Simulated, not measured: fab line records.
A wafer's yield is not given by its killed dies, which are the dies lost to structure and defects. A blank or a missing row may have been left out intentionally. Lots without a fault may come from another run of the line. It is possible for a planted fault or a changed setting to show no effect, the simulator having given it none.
A single fault, viewed from 2 desks | flow gf180mcu | every desk sees just its own numbers, and what lay behind them comes last

THE METROLOGY DESK
Means of the sampled wafers that have a number, per lot and without regard to the tool the lot ran on: this is what the gauges read. A lot is out of limits, marked OUT, if its mean lies more than 4 standard deviations from the usual mean; the brackets give that distance.
Columns: A = cdNm at GF_PSD_CD_MEAS_07, usual 400.3 nm; B = CONTACT_CVD_00_THK at GF_CONTACT_THK_MEAS_01, usual 300.5 nm
lot  | first seen here | A     | B
L745 | day 14 21:35    | 400.8 | 298.3
L750 | day 16 17:40    | 401.5 | 299.3
L753 | day 17 14:58    | 402.1 | 361.3 (+22) OUT
L755 | day 18 05:11    | 402.2 | 360.3 (+21) OUT
L756 | day 18 21:39    | 396.0 | 300.9
L758 | day 19 16:23    | 403.0 | 301.1
L759 | day 19 19:17    | 398.0 | 304.4
L761 | day 20 08:30    | 398.2 | 298.2
L763 | day 20 20:32    | 397.7 | 301.1
L764 | day 21 05:39    | 401.1 | 300.7
L765 | day 21 17:39    | 399.0 | 301.0
L766 | day 22 08:40    | 400.2 | 299.2
This desk finds L753, L755 out of limits, with the earliest case on L753 at day 18 15:51 (CONTACT_CVD_00_THK at GF_CONTACT_THK_MEAS_01). Within limits: L745, L750, L756, L758, L759, L761, L763, L764, L765, L766.

FOR THE TOOL OWNER'S DESK: hdpcvd-02
The tool's own readings at GF_CONTACT_CVD_00 (deposits SiO2, target thk 300 nm, time 50 s): means of the sampled wafers that have a number, for each lot that ran on this tool. A lot is out of limits, marked OUT, if its mean lies more than 4 standard deviations from the usual mean; the brackets give that distance.
Columns: A = pressureMtorr at GF_CONTACT_CVD_00, usual 5.999 mTorr; B = sih4FlowSccm at GF_CONTACT_CVD_00, usual 59.97 sccm
lot  | first seen here | A     | B
L753 | day 18 15:48    | 5.989 | 71.96 (+80) OUT
L755 | day 19 05:58    | 6.005 | 71.98 (+80) OUT
L763 | day 21 21:30    | 5.992 | 59.81
L764 | day 22 06:49    | 5.999 | 59.91
L766 | day 23 09:33    | 6.010 | 60.12
This desk's finding: out of limits on L753, L755; first on L753, day 18 15:48 (sih4FlowSccm at GF_CONTACT_CVD_00). Within limits: L763, L764, L766.

TAKEN TOGETHER
An alarm could have come from the tool owner's desk at day 18 15:48, on L753, L755.
The metrology desk could have raised an alarm at day 18 15:51, on L753, L755.
The lots listed all ran GF_CONTACT_CVD_00 on hdpcvd-02.

WHAT THE SIMULATOR HAD INSERTED
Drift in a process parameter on hdpcvd-02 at GF_CONTACT_CVD_00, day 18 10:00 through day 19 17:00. From 60, the setting sih4FlowSccm moved by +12. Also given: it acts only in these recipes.
Lots struck among those shown: L753, L755.
Counting hours from when the fault started, the first reading out of limits came at 6 for the tool owner's desk and at 6 for the metrology desk.
